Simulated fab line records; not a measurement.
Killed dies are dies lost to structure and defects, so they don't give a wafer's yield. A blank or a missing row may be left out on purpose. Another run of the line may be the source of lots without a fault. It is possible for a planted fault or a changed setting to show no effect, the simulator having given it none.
fab line records	flow gf180mcu
[record] lots = 24	wafers = 72	last_day = 34
route steps=602 shown V2@404 M3@412 M4@473 TOP_METAL@569
lots that met no fault: from a run of the same line without faults
start_h: hours from the record's opening day to when the first of the lot's shown wafers began	wait_h: hours from the lot's prior step to this one	" same as the row above	L1.1+2: a row that stands for several wafers	- no value, or no start was given	* or withheld: withheld	< > ~ a bound
route shown NAME@n: names a module that has steps shown in the file, with the first one's number in the route	usual: mean and standard deviation over wafers with no fault	same: alike in all rows	chamber/n: place in a boat	sites: each site's reading	_std_site: how widely they spread, as a standard deviation	_edge_site: mean of outer sites minus mean of inner sites	radius_mm: for every site, how far away it sits from the centre of the wafer	mask NAME#n: copy n	behind: the last tool/chamber to shape the wafer	hold: why the lot was held/for how many hours/how that ended	device: transistor that didn't switch, given as n, p or np	end of line: at the end of the route, the tests of the same wafers	where a step has no rows: the recipe by itself	killed: the dies lost at the first sort to structure and to defects; this is not the yield of the wafer	map: dies across one wafer; x = killed, . = not, _ = none there
set.NAME: the run value of the setting; set.NAME@STEP: its run value at that earlier step	model.NAME: the simulator's own value behind a step, which no gauge read
route steps across a sampled set of lots; one table per step, one row per wafer
services: when a tool's chamber went out of use (start_h, in hours from the record's first day, below 0 if earlier), for how many hours, and the reason
[[steps]]
[step GF_V2_SPUTTER_22]
[recipe] material = TiN	target_thk_nm = 10	chamber_pressure_pa = 5	power_w = 4000	time_s = 40
[usual] throttle_valve_pct = 30.1/1.1
lot.wafer	tool	chamber	start_h	wait_h	throttle_valve_pct
L074.1	pvd_sputter-01	-	466.34	0.0	28.9
L074.3	"	-	"	"	29.4
L074.6	"	-	"	"	29.2
L075.1	pvd_sputter-01	-	469.84	0.0	29.4
L075.4	"	-	"	"	29.0
L075.6	"	-	"	"	29.4
L076.1	pvd_sputter-01	-	478.74	0.0	29.1
L076.3	"	-	"	"	29.2
L076.6	"	-	"	"	29.1
L077.3	pvd_sputter-01	-	487.40	0.0	29.7
L077.4	"	-	"	"	29.0
L077.5	"	-	"	"	29.7
L078.1	pvd_sputter-01	-	496.10	0.0	29.6
L078.5	"	-	"	"	29.9
L078.6	"	-	"	"	29.1
L079.4	pvd_sputter-02	-	505.68	0.0	30.9
L079.5	"	-	"	"	30.5
L079.6	"	-	"	"	29.5
L080.1	pvd_sputter-03	-	518.85	0.0	29.1
L080.5	"	-	"	"	28.1
L080.6	"	-	"	"	28.8
L081.3	pvd_sputter-02	-	527.95	0.0	29.7
L081.4	"	-	"	"	30.6
L081.5	"	-	"	"	30.8
L082.2	pvd_sputter-02	-	535.32	0.0	30.8
L082.3	"	-	"	"	29.9
L082.4	"	-	"	"	32.1
L083.1	pvd_sputter-03	-	555.79	0.0	31.5
L083.3	"	-	"	"	29.1
L083.4	"	-	"	"	31.4
L084.2	pvd_sputter-02	-	562.65	0.0	32.2
L084.4	"	-	"	"	30.5
L084.5	"	-	"	"	32.2
L085.1	pvd_sputter-01	-	567.37	0.0	29.8
L085.3	"	-	"	"	29.4
L085.4	"	-	"	"	29.2
L086.1	pvd_sputter-02	-	576.18	0.0	30.2
L086.4	"	-	"	"	30.9
L086.6	"	-	"	"	30.6
L087.1	pvd_sputter-02	-	583.28	0.0	30.7
L087.3	"	-	"	"	32.1
L087.6	"	-	"	"	32.0
L088.1	pvd_sputter-01	-	583.38	0.0	29.9
L088.2	"	-	"	"	29.5
L088.4	"	-	"	"	29.3
L089.4	pvd_sputter-02	-	596.15	0.0	29.6
L089.5	"	-	"	"	30.7
L089.6	"	-	"	"	29.5
L090.2	pvd_sputter-03	-	607.44	0.0	27.8
L090.3	"	-	"	"	31.7
L090.5	"	-	"	"	31.8
L091.4	pvd_sputter-01	-	608.36	0.0	29.5
L091.5	"	-	"	"	29.9
L091.6	"	-	"	"	29.4
L092.1	pvd_sputter-01	-	614.11	0.0	29.6
L092.3	"	-	"	"	29.7
L092.4	"	-	"	"	29.1
L093.1	pvd_sputter-01	-	620.14	0.0	29.3
L093.2	"	-	"	"	29.4
L093.4	"	-	"	"	29.5
L094.1	pvd_sputter-03	-	625.80	0.0	31.7
L094.2	"	-	"	"	27.9
L094.4	"	-	"	"	31.7
L095.1	pvd_sputter-02	-	634.19	0.0	30.2
L095.2	"	-	"	"	29.7
L095.3	"	-	"	"	30.7
L096.2	pvd_sputter-02	-	638.74	0.0	32.3
L096.4	"	-	"	"	30.6
L096.6	"	-	"	"	30.5
L097.2	pvd_sputter-02	-	650.05	0.0	29.9
L097.4	"	-	"	"	31.0
L097.5	"	-	"	"	30.3
[step GF_M3_SPUTTER_03]
[recipe] material = Ti	target_thk_nm = 10	substrate_temp_c = 300	chamber_pressure_pa = 0.3	power_w = 3000	time_s = 6.7
[usual] throttle_valve_pct = 30.3/1.2
lot.wafer	tool	chamber	start_h	wait_h	throttle_valve_pct
L074.1	pvd_sputter-02	-	467.13	0.0	29.6
L074.3	"	-	"	"	30.4
L074.6	"	-	"	"	30.5
L075.1	pvd_sputter-04	-	470.63	0.0	30.9
L075.4	"	-	"	"	29.4
L075.6	"	-	"	"	30.0
L076.1	pvd_sputter-02	-	479.53	0.0	30.4
L076.3	"	-	"	"	29.5
L076.6	"	-	"	"	32.1
L077.3	pvd_sputter-03	-	488.19	0.0	28.9
L077.4	"	-	"	"	28.1
L077.5	"	-	"	"	27.9
L078.1	pvd_sputter-02	-	499.38	0.0	30.6
L078.5	"	-	"	"	31.9
L078.6	"	-	"	"	30.9
L079.4	pvd_sputter-04	-	506.47	0.0	29.6
L079.5	"	-	"	"	30.4
L079.6	"	-	"	"	29.5
L080.1	pvd_sputter-02	-	519.64	0.0	32.0
L080.5	"	-	"	"	30.7
L080.6	"	-	"	"	29.7
L081.3	pvd_sputter-03	-	528.74	0.0	27.7
L081.4	"	-	"	"	31.8
L081.5	"	-	"	"	31.5
L082.2	pvd_sputter-02	-	536.11	0.0	30.9
L082.3	"	-	"	"	29.6
L082.4	"	-	"	"	30.4
L083.1	pvd_sputter-04	-	556.58	0.0	30.6
L083.3	"	-	"	"	29.9
L083.4	"	-	"	"	30.4
L084.2	pvd_sputter-03	-	563.45	0.0	28.0
L084.4	"	-	"	"	29.2
L084.5	"	-	"	"	32.0
L085.1	pvd_sputter-04	-	568.16	0.0	30.7
L085.3	"	-	"	"	30.7
L085.4	"	-	"	"	29.3
L086.1	pvd_sputter-04	-	576.97	0.0	30.0
L086.4	"	-	"	"	30.8
L086.6	"	-	"	"	30.5
L087.1	pvd_sputter-03	-	584.07	0.0	31.6
L087.3	"	-	"	"	28.2
L087.6	"	-	"	"	27.8
L088.1	pvd_sputter-02	-	584.17	0.0	29.2
L088.2	"	-	"	"	32.2
L088.4	"	-	"	"	30.4
L089.4	pvd_sputter-02	-	596.94	0.0	30.9
L089.5	"	-	"	"	30.4
L089.6	"	-	"	"	29.6
L090.2	pvd_sputter-03	-	608.23	0.0	28.0
L090.3	"	-	"	"	29.0
L090.5	"	-	"	"	31.8
L091.4	pvd_sputter-02	-	609.15	0.0	30.1
L091.5	"	-	"	"	30.8
L091.6	"	-	"	"	29.7
L092.1	pvd_sputter-02	-	614.90	0.0	32.1
L092.3	"	-	"	"	29.6
L092.4	"	-	"	"	30.5
L093.1	pvd_sputter-04	-	620.93	0.0	30.7
L093.2	"	-	"	"	29.7
L093.4	"	-	"	"	30.2
L094.1	pvd_sputter-03	-	626.59	0.0	28.9
L094.2	"	-	"	"	31.3
L094.4	"	-	"	"	28.1
L095.1	pvd_sputter-04	-	634.98	0.0	30.4
L095.2	"	-	"	"	29.8
L095.3	"	-	"	"	30.6
L096.2	pvd_sputter-04	-	639.53	0.0	30.3
L096.4	"	-	"	"	30.6
L096.6	"	-	"	"	29.8
L097.2	pvd_sputter-03	-	650.84	0.0	31.3
L097.4	"	-	"	"	28.0
L097.5	"	-	"	"	27.7
[step GF_M3_THK_MEAS_06]
[recipe] thk_meas_gauge = xrf	reads = AlCu_of_M3_SPUTTER_02
[usual] M3_ALCU_THK = 455/6.4
lot.wafer	tool	chamber	start_h	wait_h	M3_ALCU_THK[nm]
L074.1	film_metro-03	-	467.31	0.1	459
L074.3	"	-	"	"	454
L074.6	"	-	"	"	459
L075.1	film_metro-04	-	470.81	0.1	454
L075.4	"	-	"	"	457
L075.6	"	-	"	"	464
L076.1	film_metro-03	-	479.71	0.1	450
L076.3	"	-	"	"	449
L076.6	"	-	"	"	446
L077.3	film_metro-04	-	488.39	0.1	455
L077.4	"	-	"	"	455
L077.5	"	-	"	"	457
L078.1	film_metro-01	-	499.56	0.1	462
L078.5	"	-	"	"	452
L078.6	"	-	"	"	459
L079.4	film_metro-04	-	506.68	0.1	455
L079.5	"	-	"	"	463
L079.6	"	-	"	"	454
L080.1	film_metro-01	-	519.82	0.1	456
L080.5	"	-	"	"	459
L080.6	"	-	"	"	459
L081.3	film_metro-04	-	528.94	0.1	453
L081.4	"	-	"	"	457
L081.5	"	-	"	"	457
L082.2	film_metro-04	-	536.30	0.1	466
L082.3	"	-	"	"	463
L082.4	"	-	"	"	462
L083.1	film_metro-03	-	556.76	0.1	453
L083.3	"	-	"	"	451
L083.4	"	-	"	"	453
L084.2	film_metro-03	-	563.64	0.1	445
L084.4	"	-	"	"	450
L084.5	"	-	"	"	450
L085.1	film_metro-01	-	568.34	0.1	464
L085.3	"	-	"	"	464
L085.4	"	-	"	"	456
L086.1	film_metro-04	-	577.15	0.1	461
L086.4	"	-	"	"	466
L086.6	"	-	"	"	468
L087.1	film_metro-03	-	584.25	0.1	440
L087.3	"	-	"	"	440
L087.6	"	-	"	"	440
L088.1	film_metro-01	-	584.35	0.1	456
L088.2	"	-	"	"	449
L088.4	"	-	"	"	451
L089.4	film_metro-04	-	597.15	0.1	467
L089.5	"	-	"	"	464
L089.6	"	-	"	"	463
L090.2	film_metro-03	-	608.42	0.1	443
L090.3	"	-	"	"	446
L090.5	"	-	"	"	444
L091.4	film_metro-03	-	609.36	0.1	451
L091.5	"	-	"	"	453
L091.6	"	-	"	"	451
L092.1	film_metro-01	-	615.08	0.1	449
L092.3	"	-	"	"	457
L092.4	"	-	"	"	454
L093.1	film_metro-04	-	621.11	0.1	456
L093.2	"	-	"	"	457
L093.4	"	-	"	"	461
L094.1	film_metro-04	-	626.77	0.1	449
L094.2	"	-	"	"	446
L094.4	"	-	"	"	446
L095.1	film_metro-04	-	635.16	0.1	457
L095.2	"	-	"	"	460
L095.3	"	-	"	"	454
L096.2	film_metro-01	-	639.72	0.1	457
L096.4	"	-	"	"	456
L096.6	"	-	"	"	459
L097.2	film_metro-03	-	651.03	0.1	450
L097.4	"	-	"	"	452
L097.5	"	-	"	"	448
[step GF_M4_STRIP_17]
[recipe] chemistry = O2/N2	power_w = 1400	pressure_mtorr = 1500	platen_temp_c = 250	o2_flow_sccm = 3000	n2_flow_sccm = 300	overash_fraction = 0.5
[usual] drypump_motor_current_A = 5.4/0.52	heater_power_w = 329/23	oes_product_au = 0.557/0.0051	strip_time_to_endpoint_s = 7.86/0.04
[same] overash_fraction = 0.5
lot.wafer	tool	chamber	start_h	wait_h	drypump_motor_current_A	heater_power_w	oes_product_au	rf_hours_counter_h	strip_time_to_endpoint_s
L074.1	plasma_asher-04	1	541.44	0.1	6.3	302	0.556	86	7.92
L074.3	"	0	"	"	5.6	312	0.562	-	7.94
L074.6	"	1	"	"	6.2	304	0.568	-	7.91
L075.1	plasma_asher-03	0	544.61	0.1	5.6	343	0.552	42	7.87
L075.4	"	1	"	"	4.6	338	0.547	-	7.86
L075.6	"	1	"	"	4.6	337	0.553	-	7.88
L076.1	plasma_asher-03	0	552.23	0.1	5.6	337	0.555	43	7.90
L076.3	"	1	"	"	4.7	341	0.564	-	7.89
L076.6	"	0	"	"	5.7	348	0.556	-	7.90
L077.3	plasma_asher-01	1	560.93	0.1	5.3	312	0.560	-	7.85
L077.4	"	0	"	"	5.2	365	0.552	-	7.84
L077.5	"	1	"	"	5.3	309	0.559	-	7.83
L078.1	plasma_asher-01	1	570.41	0.1	5.3	304	0.551	86	7.85
L078.5	"	1	"	"	5.3	311	0.554	-	7.86
L078.6	"	0	"	"	5.2	376	0.553	-	7.87
L079.4	plasma_asher-04	1	576.22	0.1	6.3	302	0.556	-	7.92
L079.5	"	1	"	"	6.3	309	0.551	-	7.91
L079.6	"	0	"	"	5.5	303	0.568	-	7.90
L080.1	plasma_asher-03	0	590.14	0.1	5.6	334	0.555	47	7.83
L080.5	"	1	"	"	4.6	339	0.550	-	7.83
L080.6	"	0	"	"	5.6	345	0.554	-	7.83
L081.3	plasma_asher-01	1	597.22	0.1	5.3	306	0.564	-	7.88
L081.4	"	0	"	"	5.2	375	0.558	-	7.86
L081.5	"	1	"	"	5.3	305	0.553	-	7.87
L082.2	plasma_asher-01	0	603.79	0.1	5.2	367	0.564	89	7.94
L082.3	"	1	"	"	5.3	300	0.560	-	7.87
L082.4	"	0	"	"	5.2	358	0.563	-	7.89
L083.1	plasma_asher-04	0	623.06	0.1	5.6	302	0.561	95	7.91
L083.3	"	0	"	"	5.6	305	0.558	-	7.88
L083.4	"	1	"	"	6.3	308	0.561	-	7.85
L084.2	plasma_asher-03	0	628.91	0.1	5.6	334	0.557	50	7.79
L084.4	"	0	"	"	5.6	348	0.552	-	7.80
L084.5	"	0	"	"	5.7	352	0.552	-	7.79
L085.1	plasma_asher-01	1	634.69	0.1	5.3	302	0.556	93	7.80
L085.3	"	1	"	"	5.4	306	0.558	-	7.80
L085.4	"	0	"	"	5.2	366	0.559	-	7.81
L086.1	plasma_asher-03	0	643.14	0.1	5.6	346	0.565	52	7.88
L086.4	"	0	"	"	5.7	340	0.557	-	7.87
L086.6	"	0	"	"	5.6	344	0.558	-	7.88
L087.1	plasma_asher-03	1	648.63	0.2	4.7	333	0.557	53	7.90
L087.3	"	1	"	"	4.6	346	0.561	-	7.90
L087.6	"	1	"	"	4.6	337	0.554	-	7.90
L088.1	plasma_asher-04	1	648.86	0.1	6.2	305	0.557	97	7.84
L088.2	"	0	"	"	5.5	300	0.556	97	7.87
L088.4	"	0	"	"	5.5	302	0.558	-	7.86
L089.4	plasma_asher-04	0	660.75	0.1	5.6	294	0.554	-	7.88
L089.5	"	1	"	"	6.3	305	0.555	-	7.86
L089.6	"	0	"	"	5.6	300	0.563	-	7.82
L090.2	plasma_asher-04	0	671.28	0.1	5.6	304	0.562	100	7.90
L090.3	"	0	"	"	5.6	298	0.556	-	7.90
L090.5	"	0	"	"	5.5	299	0.552	-	7.88
L091.4	plasma_asher-01	0	672.62	0.1	5.2	357	0.558	-	7.90
L091.5	"	0	"	"	5.2	375	0.561	-	7.88
L091.6	"	1	"	"	5.3	312	0.554	-	7.76
L092.1	plasma_asher-04	1	676.96	0.1	6.3	306	0.543	101	7.83
L092.3	"	1	"	"	6.3	303	0.550	-	7.84
L092.4	"	0	"	"	5.6	297	0.563	-	7.89
L093.1	plasma_asher-03	1	683.36	0.1	4.7	343	0.564	57	7.83
L093.2	"	0	"	"	5.7	334	0.555	57	7.86
L093.4	"	0	"	"	5.6	331	0.559	-	7.86
L094.1	plasma_asher-03	1	688.53	0.1	4.6	334	0.558	58	7.85
L094.2	"	0	"	"	5.7	348	0.545	58	7.81
L094.4	"	1	"	"	4.7	340	0.559	-	7.83
L095.1	plasma_asher-03	1	696.16	0.1	4.6	340	0.549	59	7.81
L095.2	"	0	"	"	5.6	339	0.558	59	7.85
L095.3	"	0	"	"	5.6	340	0.560	-	7.79
L096.2	plasma_asher-03	0	700.38	0.1	5.6	353	0.559	60	7.86
L096.4	"	1	"	"	4.6	330	0.553	-	7.91
L096.6	"	1	"	"	4.7	339	0.552	-	7.91
L097.2	plasma_asher-03	0	711.26	0.1	5.7	339	0.560	61	7.82
L097.4	"	0	"	"	5.7	346	0.568	-	7.87
L097.5	"	0	"	"	5.7	342	0.556	-	7.80
[step GF_TOP_METAL_SPUTTER_02]
[recipe] material = AlCu	target_thk_nm = 900	power_w = 10600	chamber_pressure_pa = 0.3	substrate_temp_c = 250	gas = Ar	time_s = 47.82
[usual] throttle_valve_pct = 29.8/0.95
lot.wafer	tool	chamber	start_h	wait_h	throttle_valve_pct
L074.1	pvd_sputter-01	-	633.48	0.0	29.7
L074.3	"	-	"	"	29.1
L074.6	"	-	"	"	29.7
L075.1	pvd_sputter-01	-	635.73	0.0	29.8
L075.4	"	-	"	"	29.3
L075.6	"	-	"	"	29.8
L076.1	pvd_sputter-04	-	644.06	0.0	30.5
L076.3	"	-	"	"	29.9
L076.6	"	-	"	"	29.9
L077.3	pvd_sputter-04	-	650.62	0.0	29.7
L077.4	"	-	"	"	30.7
L077.5	"	-	"	"	29.7
L078.1	pvd_sputter-01	-	660.20	0.0	29.2
L078.5	"	-	"	"	29.1
L078.6	"	-	"	"	29.7
L079.4	pvd_sputter-01	-	664.85	0.0	29.7
L079.5	"	-	"	"	29.3
L079.6	"	-	"	"	29.6
L080.1	pvd_sputter-01	-	676.21	0.0	29.8
L080.5	"	-	"	"	29.2
L080.6	"	-	"	"	29.8
L081.3	pvd_sputter-04	-	684.23	0.0	29.4
L081.4	"	-	"	"	30.9
L081.5	"	-	"	"	30.5
L082.2	pvd_sputter-03	-	689.31	0.0	29.1
L082.3	"	-	"	"	28.2
L082.4	"	-	"	"	31.7
L083.1	pvd_sputter-01	-	706.28	0.0	29.2
L083.3	"	-	"	"	29.5
L083.4	"	-	"	"	29.1
L084.2	pvd_sputter-03	-	712.01	0.0	31.8
L084.4	"	-	"	"	27.8
L084.5	"	-	"	"	28.0
L085.1	pvd_sputter-03	-	716.68	0.0	28.7
L085.3	"	-	"	"	27.9
L085.4	"	-	"	"	31.6
L086.1	pvd_sputter-03	-	724.56	0.0	31.7
L086.4	"	-	"	"	31.3
L086.6	"	-	"	"	31.2
L087.1	pvd_sputter-03	-	728.14	0.0	31.9
L087.3	"	-	"	"	28.3
L087.6	"	-	"	"	27.8
L088.1	pvd_sputter-03	-	730.46	0.0	29.3
L088.2	"	-	"	"	31.6
L088.4	"	-	"	"	31.4
L089.4	pvd_sputter-04	-	740.47	0.0	30.7
L089.5	"	-	"	"	29.9
L089.6	"	-	"	"	30.6
L090.2	pvd_sputter-01	-	749.59	0.0	29.8
L090.3	"	-	"	"	29.2
L090.5	"	-	"	"	29.2
L091.4	pvd_sputter-03	-	751.11	0.0	27.9
L091.5	"	-	"	"	28.1
L091.6	"	-	"	"	31.4
L092.1	pvd_sputter-04	-	754.71	0.0	30.8
L092.3	"	-	"	"	29.9
L092.4	"	-	"	"	30.3
L093.1	pvd_sputter-04	-	759.62	0.0	30.5
L093.2	"	-	"	"	29.7
L093.4	"	-	"	"	29.9
L094.1	pvd_sputter-01	-	764.89	0.0	29.3
L094.2	"	-	"	"	29.9
L094.4	"	-	"	"	29.7
L095.1	pvd_sputter-04	-	771.48	0.0	29.5
L095.2	"	-	"	"	30.0
L095.3	"	-	"	"	30.4
L096.2	pvd_sputter-01	-	774.60	0.0	29.7
L096.4	"	-	"	"	29.9
L096.6	"	-	"	"	29.1
L097.2	pvd_sputter-01	-	785.01	0.0	29.6
L097.4	"	-	"	"	29.1
L097.5	"	-	"	"	29.6
[step GF_TOP_METAL_STRIP_17]
[recipe] chemistry = O2/N2	power_w = 1400	pressure_mtorr = 1500	platen_temp_c = 250	o2_flow_sccm = 3000	n2_flow_sccm = 300	overash_fraction = 0.5
[usual] drypump_motor_current_A = 5.5/0.51	heater_power_w = 345/26	oes_product_au = 0.710/0.0044	strip_time_to_endpoint_s = 13.47/0.086
[same] overash_fraction = 0.5
lot.wafer	tool	chamber	start_h	wait_h	drypump_motor_current_A	heater_power_w	oes_product_au	rf_hours_counter_h	strip_time_to_endpoint_s
L074.1	plasma_asher-03	1	653.54	0.1	4.6	343	0.706	54	13.39
L074.3	"	1	"	"	4.6	344	0.707	-	13.50
L074.6	"	1	"	"	4.6	337	0.709	-	13.42
L075.1	plasma_asher-02	0	655.60	0.1	6.1	338	0.707	25	13.39
L075.4	"	0	"	"	6.2	315	0.715	-	13.36
L075.6	"	1	"	"	5.8	384	0.711	-	13.39
L076.1	plasma_asher-02	0	663.27	0.3	6.2	319	0.705	26	13.58
L076.3	"	1	"	"	5.8	383	0.705	-	13.52
L076.6	"	0	"	"	6.2	327	0.717	-	13.55
L077.3	plasma_asher-03	1	669.68	0.1	4.6	335	0.709	-	13.54
L077.4	"	0	"	"	5.6	344	0.709	-	13.48
L077.5	"	0	"	"	5.6	342	0.706	-	13.51
L078.1	plasma_asher-02	0	679.45	0.1	6.2	325	0.713	28	13.38
L078.5	"	1	"	"	5.8	384	0.715	-	13.46
L078.6	"	0	"	"	6.2	324	0.708	-	13.54
L079.4	plasma_asher-02	0	684.52	0.1	6.1	329	0.710	-	13.54
L079.5	"	0	"	"	6.1	319	0.713	-	13.46
L079.6	"	1	"	"	5.8	385	0.713	-	13.59
L080.1	plasma_asher-03	0	695.60	0.1	5.6	344	0.712	59	13.66
L080.5	"	0	"	"	5.6	343	0.705	-	13.57
L080.6	"	1	"	"	4.6	353	0.709	-	13.46
L081.3	plasma_asher-03	1	702.87	0.1	4.6	337	0.712	-	13.43
L081.4	"	0	"	"	5.7	337	0.710	-	13.53
L081.5	"	0	"	"	5.6	340	0.709	-	13.46
L082.2	plasma_asher-02	0	707.65	0.1	6.2	325	0.716	32	13.66
L082.3	"	1	"	"	5.8	379	0.709	-	13.41
L082.4	"	0	"	"	6.1	327	0.710	-	13.65
L083.1	plasma_asher-03	0	723.92	0.3	5.6	337	0.711	63	13.45
L083.3	"	1	"	"	4.6	342	0.712	-	13.39
L083.4	"	0	"	"	5.6	340	0.709	-	13.43
L084.2	plasma_asher-03	0	729.95	0.1	5.7	342	0.709	64	13.53
L084.4	"	0	"	"	5.6	338	0.704	-	13.51
L084.5	"	0	"	"	5.6	343	0.707	-	13.46
L085.1	plasma_asher-02	1	734.30	0.1	5.8	388	0.699	35	13.58
L085.3	"	0	"	"	6.2	327	0.716	-	13.42
L085.4	"	1	"	"	5.8	386	0.709	-	13.60
L086.1	plasma_asher-02	0	741.20	0.1	6.2	334	0.707	36	13.59
L086.4	"	1	"	"	5.8	379	0.706	-	13.52
L086.6	"	0	"	"	6.1	326	0.713	-	13.63
L087.1	plasma_asher-02	0	746.25	0.1	6.2	327	0.709	37	13.52
L087.3	"	1	"	"	5.8	385	0.720	-	13.54
L087.6	"	1	"	"	5.8	381	0.710	-	13.46
L088.1	plasma_asher-02	1	747.79	0.1	5.8	388	0.709	37	13.38
L088.2	"	0	"	"	6.2	329	0.712	37	13.39
L088.4	"	1	"	"	5.8	390	0.711	-	13.36
L089.4	plasma_asher-01	0	758.20	0.1	5.2	377	0.705	-	13.58
L089.5	"	1	"	"	5.3	300	0.710	-	13.52
L089.6	"	0	"	"	5.2	360	0.712	-	13.54
L090.2	plasma_asher-03	1	766.50	0.1	4.6	340	0.712	66	13.54
L090.3	"	1	"	"	4.7	335	0.705	-	13.34
L090.5	"	1	"	"	4.7	327	0.715	-	13.57
L091.4	plasma_asher-01	1	766.87	0.1	5.3	302	0.712	-	13.34
L091.5	"	1	"	"	5.3	312	0.706	-	13.38
L091.6	"	0	"	"	5.2	379	0.713	-	13.40
L092.1	plasma_asher-01	1	771.22	0.1	5.3	307	0.712	101	13.47
L092.3	"	1	"	"	5.3	299	0.714	-	13.52
L092.4	"	0	"	"	5.2	368	0.718	-	13.35
L093.1	plasma_asher-01	1	776.25	0.1	5.3	300	0.714	101	13.48
L093.2	"	0	"	"	5.2	375	0.703	101	13.31
L093.4	"	1	"	"	5.3	307	0.718	-	13.24
L094.1	plasma_asher-01	0	780.95	0.1	5.2	371	0.708	102	13.49
L094.2	"	1	"	"	5.3	298	0.713	102	13.47
L094.4	"	0	"	"	5.2	365	0.715	-	13.42
L095.1	plasma_asher-01	0	788.04	0.1	5.2	371	0.711	103	13.36
L095.2	"	1	"	"	5.3	306	0.706	103	13.46
L095.3	"	0	"	"	5.2	366	0.711	-	13.32
L096.2	plasma_asher-03	1	790.65	0.2	4.7	331	0.708	69	13.40
L096.4	"	1	"	"	4.6	342	0.706	-	13.36
L096.6	"	0	"	"	5.6	345	0.714	-	13.46
L097.2	plasma_asher-03	1	800.29	0.1	4.6	334	0.712	70	13.44
L097.4	"	1	"	"	4.6	349	0.706	-	13.55
L097.5	"	1	"	"	4.6	343	0.711	-	13.38
[[services]]
tool	chamber	start_h	hours	kind
pvd_sputter-01	1	455.98	-	consumable_replace:kit
plasma_asher-01	-	492.33	2.8	pm
plasma_asher-03	-	506.10	28.1	pm
plasma_asher-02	-	511.79	4.4	repair
pvd_sputter-02	-	520.04	7.6	repair
pvd_sputter-01	-	551.19	1.7	repair
pvd_sputter-03	-	551.42	1.7	repair
plasma_asher-04	-	564.01	2.8	pm
plasma_asher-02	-	564.03	9.2	repair
pvd_sputter-02	-	588.61	5.6	repair
pvd_sputter-02	-	592.64	1.5	repair
plasma_asher-03	-	609.01	4.7	repair
pvd_sputter-03	-	616.31	3.3	repair
plasma_asher-01	-	637.42	33.5	pm
pvd_sputter-01	-	638.62	2.9	repair
plasma_asher-01	-	682.65	28.1	pm
pvd_sputter-04	-	702.66	1.4	repair
plasma_asher-01	-	715.88	12.7	repair
pvd_sputter-04	-	717.49	8.8	repair
plasma_asher-04	-	733.75	9.0	pm
plasma_asher-03	-	744.26	14.6	pm
plasma_asher-02	-	774.99	2.8	pm
plasma_asher-04	-	781.92	0.8	repair
pvd_sputter-04	-	798.89	9.2	repair
[[key]]
fault none
